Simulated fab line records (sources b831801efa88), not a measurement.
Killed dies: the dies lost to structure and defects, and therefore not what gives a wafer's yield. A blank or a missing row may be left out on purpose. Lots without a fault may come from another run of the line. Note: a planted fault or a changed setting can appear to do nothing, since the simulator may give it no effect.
Matching of chambers | flow gf180mcu | 4 sister chambers for GF_POLY_GATE_ETCH_13 on rieSi-02
The step etches poly-Si in HBr/Cl2, stops on SiO2, target depth 198.5 nm, time 69.6 s. 8 wafers are shown with their chamber, then 7 later ones without.

WAFERS, EACH WITH ITS CHAMBER
wafer  | chamber | drypumpMotorCurrentA (A) | throttleValvePct (%)
L743.6 | 3       | 5.43                     | 33.695
L744.2 | 0       | 4.94                     | 33.683
L744.5 | 2       | 5.63                     | 33.680
L750.3 | 3       | 5.45                     | 33.698
L750.4 | 0       | 4.94                     | 33.682
L750.6 | 1       | 5.73                     | 33.691
L755.2 | 2       | 5.64                     | 33.689
L755.4 | 1       | 5.75                     | 33.682

WAFERS WHOSE CHAMBER IS MISSING
wafer  | drypumpMotorCurrentA (A) | throttleValvePct (%)
L755.5 | 5.61                     | 33.697
L757.2 | 5.43                     | 33.695
L757.3 | 4.92                     | 33.692
L757.6 | 5.61                     | 33.698
L758.3 | 4.94                     | 33.674
L758.4 | 5.74                     | 33.694
L758.6 | 5.61                     | 33.688

THE CHAMBER EACH PASSED THROUGH
wafer  | from the rows above | in truth
L755.5 | 2                   | 2
L757.2 | 3                   | 3
L757.3 | 0                   | 0
L757.6 | 2                   | 2
L758.3 | 0                   | 0
L758.4 | 1                   | 1
L758.6 | 2                   | 2
Correct placement for 7 of the 7. Not placeable from these rows: 0. Wrongly placed: 0.
How it was worked out, from the rows above alone: a wafer's distance from a chamber is the root of the sum, over the readings, of the square of ((its reading less the chamber's mean) divided by the reading's scatter). If the next closest chamber is less than 2 further off than the closest, the wafer can't be placed; otherwise it belongs to the closest. For every chamber, the mean is computed from those of its wafers that are shown. The scatter is the square root of a quotient: the sum, over the shown wafers, of each reading's squared deviation from its chamber's mean, divided by wafers minus chambers.
